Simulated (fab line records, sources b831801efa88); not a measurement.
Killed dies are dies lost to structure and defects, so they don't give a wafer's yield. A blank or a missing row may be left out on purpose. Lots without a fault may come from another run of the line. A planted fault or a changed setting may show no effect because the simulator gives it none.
fab line records | flow sky130
record lots=13 wafers=39 last_day=50
route steps=708 shown FIELD_ISO@5 PWDE@52 NWELL@64 PAD_OPEN@708
lots that met no fault: from a run of the same line without faults
start_h: hours from the record's first day to the start of the lot's first wafer shown | wait_h: hours since the lot's step before | " the same as in the row above | L1.1+2: a row that stands for several wafers | - no value, or no start given | * or withheld: withheld | < > ~ a bound
route shown NAME@n: a module of which the file shows steps, and the number in the route of the first | usual: mean/standard deviation of fault-free wafers | same: alike in all rows | chamber/n: place in a boat | sites: the reading at each site | _std_site: their standard deviation | _edge_site: outer sites' mean less inner sites' | radius_mm: how far each site lies from the wafer's centre | mask NAME#n: copy n | behind: the tool/chamber that last shaped the wafer | hold: why the lot was held/for how many hours/how that ended | device: the transistor (n, p or np) that didn't switch | end of line: the same wafers' tests at the end of the route | a step without rows: its recipe alone | killed: dies lost to structure and defects at the first sort, not the wafer's yield | map: a wafer's dies, x killed, . not, _ none there
set.NAME: the setting as run; set.NAME@STEP: as run at that earlier step | model.NAME: the simulator's own value behind a step, which no gauge read
steps of the route over a sample of lots; a table a step, a row a wafer
services: from which hour (start_h, from the record's first day; less than 0 if before it) a tool's chamber was out of use, for how many hours, and why
## steps
# step SKY_FIELD_ISO_THK_MEAS_04
# recipe reads=Si3N4_of_FIELD_ISO_CVD_03
# usual FIELD_ISO_CVD_03_THK=164.8/1.8
# columns lot.wafer tool chamber start_h wait_h FIELD_ISO_CVD_03_THK[nm]
L533.2 film_metro-01 - 18.86 0.0 165.3
L533.5 " - " " 166.4
L533.6 " - " " 165.7
L535.1 film_metro-01 - 28.14 0.0 161.5
L535.3 " - " " 161.5
L535.6 " - " " 161.7
L538.1 film_metro-01 - 38.48 0.0 166.3
L538.2 " - " " 165.7
L538.4 " - " " 165.0
L539.1 film_metro-01 - 43.48 0.0 164.6
L539.2 " - " " 163.7
L539.5 " - " " 164.4
L540.1 film_metro-04 - 48.48 0.0 164.7
L540.3 " - " " 164.3
L540.4 " - " " 163.9
L541.1 film_metro-04 - 53.86 0.0 164.1
L541.5 " - " " 163.7
L541.6 " - " " 163.8
L543.1 film_metro-02 - 64.44 0.0 164.9
L543.4 " - " " 164.5
L543.5 " - " " 165.8
L544.4 film_metro-01 - 68.91 0.0 167.9
L544.5 " - " " 167.5
L544.6 " - " " 167.5
L545.1 film_metro-01 - 73.64 0.0 165.7
L545.3 " - " " 165.2
L545.4 " - " " 165.5
L547.3 film_metro-02 - 84.34 0.0 164.0
L547.4 " - " " 163.7
L547.5 " - " " 163.2
L548.2 film_metro-04 - 90.22 0.0 165.4
L548.3 " - " " 166.1
L548.4 " - " " 166.6
L550.4 film_metro-01 - 99.69 0.0 166.4
L550.5 " - " " 165.9
L550.6 " - " " 166.6
L554.2 film_metro-01 - 119.73 0.0 167.5
L554.3 " - " " 168.4
L554.6 " - " " 167.7
# step SKY_FIELD_ISO_THK_MEAS_25
# recipe reads=SiO2_of_FIELD_ISO_CVD_24
# usual FIELD_ISO_CVD_24_THK=594/5.1
# columns lot.wafer tool chamber start_h wait_h FIELD_ISO_CVD_24_THK[nm]
L533.2 film_metro-04 - 34.75 0.0 592
L533.5 " - " " 589
L533.6 " - " " 591
L535.1 film_metro-04 - 44.97 0.0 589
L535.3 " - " " 588
L535.6 " - " " 590
L538.1 film_metro-02 - 56.07 0.0 600
L538.2 " - " " 592
L538.4 " - " " 592
L539.1 film_metro-01 - 60.98 0.0 591
L539.2 " - " " 593
L539.5 " - " " 595
L540.1 film_metro-04 - 65.65 0.0 587
L540.3 " - " " 594
L540.4 " - " " 589
L541.1 film_metro-01 - 70.98 0.0 590
L541.5 " - " " 593
L541.6 " - " " 599
L543.1 film_metro-02 - 85.17 0.0 592
L543.4 " - " " 586
L543.5 " - " " 589
L544.4 film_metro-04 - 89.28 0.0 604
L544.5 " - " " 590
L544.6 " - " " 593
L545.1 film_metro-04 - 92.14 0.0 603
L545.3 " - " " 601
L545.4 " - " " 601
L547.3 film_metro-04 - 103.42 0.1 595
L547.4 " - " " 594
L547.5 " - " " 592
L548.2 film_metro-01 - 109.89 0.0 596
L548.3 " - " " 581
L548.4 " - " " 599
L550.4 film_metro-02 - 120.07 0.0 599
L550.5 " - " " 596
L550.6 " - " " 599
L554.2 film_metro-01 - 141.20 0.0 595
L554.3 " - " " 593
L554.6 " - " " 599
# step SKY_PWDE_OVL_MEAS_07
# usual PWDE_OVL=1.0/2.3
# columns lot.wafer tool chamber start_h wait_h PWDE_OVL[nm]
L533.2 overlay-02 - 70.22 - 3.5
L533.5 " - " " 3.3
L533.6 " - " " 3.2
L535.1 overlay-01 - 80.92 - -3.2
L535.3 " - " " -3.0
L535.6 " - " " -4.0
L538.1 overlay-02 - 94.86 - 4.5
L538.2 " - " " 3.4
L538.4 " - " " 4.0
L539.1 overlay-02 - 98.84 - 2.9
L539.2 " - " " 3.3
L539.5 " - " " 3.2
L540.1 overlay-02 - 104.07 - -0.1
L540.3 " - " " -0.9
L540.4 " - " " -1.5
L541.1 overlay-02 - 108.96 - 3.6
L541.5 " - " " 4.0
L541.6 " - " " 2.7
L543.1 overlay-02 - 126.54 - 0.4
L543.4 " - " " 0.4
L543.5 " - " " 0.9
L544.4 overlay-01 - 128.88 - -1.1
L544.5 " - " " 1.1
L544.6 " - " " -0.9
L545.1 overlay-01 - 134.61 - 3.3
L545.3 " - " " 4.4
L545.4 " - " " 3.6
L547.3 overlay-02 - 144.77 - 4.3
L547.4 " - " " 2.3
L547.5 " - " " 2.9
L548.2 overlay-01 - 151.40 - -1.2
L548.3 " - " " -2.2
L548.4 " - " " -2.2
L550.4 overlay-01 - 163.86 - -1.7
L550.5 " - " " -1.3
L550.6 " - " " -0.6
L554.2 overlay-02 - 186.95 - 3.5
L554.3 " - " " 4.1
L554.6 " - " " 4.2
# step SKY_NWELL_IMPLANT_11
# recipe species=P energy_kev=400 dose_cm2=1.9e+13 tilt_deg=withheld
# usual dose_ions_cm2=1.9e+13/2.2e+10
# columns lot.wafer tool chamber start_h wait_h dose_ions_cm2
L533.2 implanter-04 0 86.95 0.0 1.9026e+13
L533.5 " 0 " " 1.8969e+13
L533.6 " 0 " " 1.903e+13
L535.1 implanter-02 0 98.45 0.0 1.9006e+13
L535.3 " 0 " " 1.9026e+13
L535.6 " 0 " " 1.9028e+13
L538.1 implanter-04 0 112.28 0.0 1.8988e+13
L538.2 " 0 " " 1.8986e+13
L538.4 " 0 " " 1.8995e+13
L539.1 implanter-02 0 116.90 0.0 1.8964e+13
L539.2 " 0 " " 1.8974e+13
L539.5 " 0 " " 1.9003e+13
L540.1 implanter-04 0 122.44 0.0 1.8992e+13
L540.3 " 0 " " 1.8979e+13
L540.4 " 0 " " 1.8975e+13
L541.1 implanter-02 0 127.65 0.0 1.8997e+13
L541.5 " 0 " " 1.903e+13
L541.6 " 0 " " 1.9015e+13
L543.1 implanter-02 0 145.59 0.0 1.9005e+13
L543.4 " 0 " " 1.8972e+13
L543.5 " 0 " " 1.9011e+13
L544.4 implanter-03 0 148.37 0.1 1.8984e+13
L544.5 " 0 " " 1.8974e+13
L544.6 " 0 " " 1.8957e+13
L545.1 implanter-02 0 154.65 0.0 1.9004e+13
L545.3 " 0 " " 1.9026e+13
L545.4 " 0 " " 1.8988e+13
L547.3 implanter-02 0 165.29 0.1 1.8336e+13
L547.4 " 0 " " 1.8401e+13
L547.5 " 0 " " 1.838e+13
L548.2 implanter-04 0 171.86 0.0 1.8983e+13
L548.3 " 0 " " 1.8997e+13
L548.4 " 0 " " 1.8987e+13
L550.4 implanter-02 0 184.66 0.1 1.842e+13
L550.5 " 0 " " 1.8432e+13
L550.6 " 0 " " 1.8397e+13
L554.2 implanter-04 0 208.85 0.0 1.9025e+13
L554.3 " 0 " " 1.8998e+13
L554.6 " 0 " " 1.9004e+13
# step SKY_NWELL_RS_MEAS_29
# recipe thk_meas_gauge=four-point-probe
# usual NWELL_RS=624.1/1.3
# columns lot.wafer tool chamber start_h wait_h NWELL_RS[ohm/sq]
L533.2 film_metro-03 - 105.27 0.1 624.1
L533.5 " - " " 624.5
L533.6 " - " " 623.0
L535.1 film_metro-03 - 117.25 0.1 625.3
L535.3 " - " " 626.2
L535.6 " - " " 627.1
L538.1 film_metro-01 - 131.30 0.1 624.2
L538.2 " - " " 625.1
L538.4 " - " " 623.0
L539.1 film_metro-04 - 136.09 0.1 626.7
L539.2 " - " " 624.8
L539.5 " - " " 624.1
L540.1 film_metro-01 - 142.20 0.1 624.6
L540.3 " - " " 625.4
L540.4 " - " " 624.6
L541.1 film_metro-04 - 147.20 0.1 624.4
L541.5 " - " " 625.5
L541.6 " - " " 626.3
L543.1 film_metro-01 - 166.36 0.2 624.1
L543.4 " - " " 622.2
L543.5 " - " " 624.4
L544.4 film_metro-03 - 169.42 0.1 625.5
L544.5 " - " " 624.0
L544.6 " - " " 624.0
L545.1 film_metro-01 - 175.80 0.1 623.1
L545.3 " - " " 623.3
L545.4 " - " " 624.1
L547.3 film_metro-01 - 186.93 0.1 633.0
L547.4 " - " " 635.6
L547.5 " - " " 633.4
L548.2 film_metro-01 - 194.13 0.1 623.4
L548.3 " - " " 622.8
L548.4 " - " " 622.2
L550.4 film_metro-04 - 207.41 0.1 636.1
L550.5 " - " " 636.7
L550.6 " - " " 636.2
L554.2 film_metro-03 - 232.92 0.1 622.8
L554.3 " - " " 624.4
L554.6 " - " " 623.8
# step SKY_PAD_OPEN_PROBE_99
# usual killed_at_M0_to_M3=43/7.7 killed_at_M4_up=3.0/1.7 killed_at_contacts=24/5.2 killed_at_front_end=15/4.5 killed_at_other=0.3/0.5 killed_dies=85/9.5 killed_on_rim=17/4 killed_open=47/6.6 killed_short=38/6.6
# same gross_dies=492 killed_at_back_side=0
# columns lot.wafer tool chamber start_h wait_h killed_at_M0_to_M3 killed_at_M4_up killed_at_contacts killed_at_front_end killed_at_other killed_dies killed_on_rim killed_open killed_short
L533.2 prober-01 - 1070.53 0.1 34 2 28 13 0 77 12 48 29
L533.5 prober-01 - 1070.68 0.2 39 4 24 12 0 79 19 43 36
L533.6 prober-01 - 1070.73 0.2 42 2 29 22 0 95 22 55 40
L535.1 prober-01 - 1102.21 0.1 46 1 28 13 0 88 18 48 40
L535.3 prober-01 - 1102.31 0.2 34 1 25 23 0 83 13 39 44
L535.6 prober-01 - 1102.46 0.2 42 5 33 17 0 97 16 56 41
L538.1 prober-01 - 1109.87 0.1 46 2 12 11 0 71 20 43 28
L538.2 prober-01 - 1109.92 0.1 38 3 22 11 0 74 15 41 33
L538.4 prober-01 - 1110.02 0.2 36 5 17 12 0 70 8 37 33
L540.1 prober-02 - 1112.57 0.1 32 5 27 13 0 77 14 45 32
L540.3 prober-02 - 1112.67 0.2 48 4 24 16 0 92 16 47 45
L540.4 prober-02 - 1112.72 0.2 29 2 22 15 1 69 10 43 26
L547.3 prober-01 - 1172.15 0.2 28 6 26 13 1 74 13 40 34
L547.4 prober-01 - 1172.20 0.2 46 8 15 17 0 86 17 40 46
L547.5 prober-01 - 1172.25 0.2 50 3 23 12 0 88 22 45 43
L550.4 prober-01 - 1175.28 0.2 44 4 30 15 0 93 16 49 44
L550.5 prober-01 - 1175.33 0.2 35 3 24 10 1 73 12 44 29
L550.6 prober-01 - 1175.38 0.2 46 1 27 17 0 91 21 50 41
L554.2 prober-02 - 1188.26 0.1 42 3 16 15 2 78 19 44 34
L554.3 prober-02 - 1188.31 0.2 54 3 28 15 0 100 19 61 39
L554.6 prober-02 - 1188.46 0.2 51 2 26 14 0 93 18 49 44
# killed by level:class
L533.2 CONTACT:geometric_particle:open=12 LI_CONTACT:geometric_particle:open=8 VIA2:geometric_particle:open=8 VIA1:geometric_particle:open=6 FIELD_ISO:geometric_particle:short=5 METAL2:geometric_particle:short=4 VIA3:geometric_particle:open=4 LOCAL_INTERCONNECT:geometric_particle:short=3
L533.5 VIA1:geometric_particle:open=11 VIA2:geometric_particle:open=7 LI_CONTACT:geometric_particle:open=6 POLY_GATE:geometric_particle:short=5 VIA3:geometric_particle:open=5 CONTACT:geometric_particle:short=5 METAL1:geometric_particle:short=5 LI_CONTACT:geometric_particle:short=4
L533.6 CONTACT:geometric_particle:open=15 VIA3:geometric_particle:open=10 LI_CONTACT:geometric_particle:open=7 METAL1:geometric_particle:short=7 FIELD_ISO:geometric_particle:short=6 VIA2:geometric_particle:open=6 VIA1:geometric_particle:open=5 LOCAL_INTERCONNECT:geometric_particle:short=4
L535.1 VIA1:geometric_particle:open=10 LI_CONTACT:geometric_particle:open=8 VIA1:geometric_particle:short=8 VIA3:geometric_particle:open=8 METAL2:geometric_particle:short=7 CONTACT:geometric_particle:short=5 POLY_GATE:geometric_particle:open=4 LI_CONTACT:geometric_particle:short=4
L535.3 FIELD_ISO:geometric_particle:short=8 CONTACT:geometric_particle:open=7 LI_CONTACT:geometric_particle:open=6 POLY_GATE:geometric_particle:open=5 LOCAL_INTERCONNECT:geometric_particle:short=5 CONTACT:geometric_particle:short=5 METAL1:geometric_particle:short=5 VIA2:geometric_particle:open=5
L535.6 CONTACT:geometric_particle:open=15 LI_CONTACT:geometric_particle:open=10 VIA1:geometric_particle:open=9 FIELD_ISO:geometric_particle:short=6 FIELD_ISO:geometric_particle:open=6 METAL2:geometric_particle:short=6 VIA3:geometric_particle:open=6 VIA1:geometric_particle:short=5
L538.1 VIA1:geometric_particle:open=11 VIA3:geometric_particle:open=9 FIELD_ISO:geometric_particle:open=6 METAL1:geometric_particle:short=5 VIA1:geometric_particle:short=5 LI_CONTACT:geometric_particle:open=4 LI_CONTACT:geometric_particle:short=3 CONTACT:geometric_particle:open=3
L538.2 VIA1:geometric_particle:open=10 LI_CONTACT:geometric_particle:open=7 CONTACT:geometric_particle:open=7 VIA1:geometric_particle:short=6 VIA2:geometric_particle:open=6 VIA3:geometric_particle:open=5 POLY_GATE:geometric_particle:short=4 LOCAL_INTERCONNECT:geometric_particle:short=4
L538.4 CONTACT:geometric_particle:open=9 VIA1:geometric_particle:short=7 VIA3:geometric_particle:open=7 VIA1:geometric_particle:open=5 METAL4:geometric_particle:short=5 FIELD_ISO:geometric_particle:open=4 LI_CONTACT:geometric_particle:open=3 POLY_GATE:geometric_particle:short=3
L540.1 CONTACT:geometric_particle:open=10 VIA3:geometric_particle:open=7 CONTACT:geometric_particle:short=7 VIA1:geometric_particle:open=6 LI_CONTACT:geometric_particle:open=5 POLY_GATE:geometric_particle:open=4 METAL4:geometric_particle:short=4 METAL2:geometric_particle:short=4
L540.3 VIA1:geometric_particle:open=11 CONTACT:geometric_particle:open=8 VIA2:geometric_particle:open=6 CONTACT:geometric_particle:short=6 METAL1:geometric_particle:short=6 LI_CONTACT:geometric_particle:open=5 METAL3:geometric_particle:short=5 VIA1:geometric_particle:short=5
L540.4 CONTACT:geometric_particle:open=9 VIA1:geometric_particle:open=8 VIA3:geometric_particle:open=8 CONTACT:geometric_particle:short=5 FIELD_ISO:geometric_particle:short=4 LI_CONTACT:geometric_particle:open=4 SPACER:geometric_particle:open=3 METAL1:geometric_particle:short=3
L547.3 VIA1:geometric_particle:open=10 CONTACT:geometric_particle:open=8 CONTACT:geometric_particle:short=7 METAL2:geometric_particle:short=5 LI_CONTACT:geometric_particle:open=4 VIA2:geometric_particle:open=4 SPACER:geometric_particle:open=3 LI_CONTACT:geometric_particle:short=3
L547.4 VIA1:geometric_particle:open=8 VIA1:geometric_particle:short=7 VIA3:geometric_particle:open=7 VIA2:geometric_particle:open=6 METAL3:geometric_particle:short=6 FIELD_ISO:geometric_particle:short=5 POLY_GATE:geometric_particle:open=5 METAL4:geometric_particle:short=5
L547.5 VIA1:geometric_particle:open=14 VIA1:geometric_particle:short=7 VIA2:geometric_particle:open=7 POLY_GATE:geometric_particle:short=6 CONTACT:geometric_particle:open=6 LI_CONTACT:geometric_particle:open=5 CONTACT:geometric_particle:short=5 METAL1:geometric_particle:short=5
L550.4 CONTACT:geometric_particle:open=12 VIA1:geometric_particle:open=11 LI_CONTACT:geometric_particle:open=8 VIA1:geometric_particle:short=7 POLY_GATE:geometric_particle:short=5 METAL1:geometric_particle:short=5 METAL2:geometric_particle:short=5 VIA3:geometric_particle:open=5
L550.5 LI_CONTACT:geometric_particle:open=16 VIA1:geometric_particle:open=7 METAL1:geometric_particle:short=6 VIA2:geometric_particle:open=6 VIA2:geometric_particle:short=5 POLY_GATE:geometric_particle:open=4 CONTACT:geometric_particle:open=4 METAL3:geometric_particle:short=4
L550.6 LI_CONTACT:geometric_particle:open=10 VIA1:geometric_particle:open=10 CONTACT:geometric_particle:open=9 METAL2:geometric_particle:short=8 POLY_GATE:geometric_particle:open=6 VIA3:geometric_particle:open=5 VIA1:geometric_particle:short=4 VIA3:geometric_particle:short=4
L554.2 VIA1:geometric_particle:open=12 CONTACT:geometric_particle:open=7 METAL1:geometric_particle:short=7 FIELD_ISO:geometric_particle:short=6 VIA2:geometric_particle:open=6 FIELD_ISO:geometric_particle:open=5 METAL3:geometric_particle:short=5 CONTACT:geometric_particle:short=4
L554.3 VIA1:geometric_particle:open=17 CONTACT:geometric_particle:open=12 METAL2:geometric_particle:short=7 CONTACT:geometric_particle:short=6 VIA2:geometric_particle:open=6 VIA3:geometric_particle:short=6 LOCAL_INTERCONNECT:geometric_particle:short=4 POLY_GATE:geometric_particle:open=4
L554.6 LI_CONTACT:geometric_particle:open=12 VIA1:geometric_particle:open=10 VIA1:geometric_particle:short=9 CONTACT:geometric_particle:open=8 METAL1:geometric_particle:short=8 FIELD_ISO:geometric_particle:short=7 VIA3:geometric_particle:open=7 VIA2:geometric_particle:open=5
## services
# columns tool chamber start_h hours kind
implanter-04 - 77.57 3.0 pm
implanter-03 - 183.98 4.8 repair
implanter-03 - 185.05 2.4 repair
implanter-04 - 188.22 2.3 repair
## key
first_sign step=SKY_NWELL_IMPLANT_11 reading=dose_ions_cm2 direction=down sigmas=27 usual=* struck=*
effect step=SKY_NWELL_RS_MEAS_29 reading=NWELL_RS direction=up sigmas=8.2 usual=624.1 struck=635.2
met_at SKY_NWELL_IMPLANT_11
struck_lots L547,L550
tester_left_out L547,L550
not_acting_at SKY_FIELD_ISO_THK_MEAS_04,SKY_FIELD_ISO_THK_MEAS_25,SKY_PWDE_OVL_MEAS_07
onset_between 154.65 165.29
fault kind=process_parameter_drift tool=implanter-02 chamber=- onset_h=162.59 steps=SKY_NWELL_IMPLANT_11 channel=dose_cm2 offset=* shape=step end_h=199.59 acts_in=* stated=*
# tester_left_out: of these lots the tester's yield and bins aren't shown, on N5 and GAA mostly nor the transistor test; their killed dies are dies lost to structure and defects alone, not to doping, threshold or leakage, so they don't give the yield
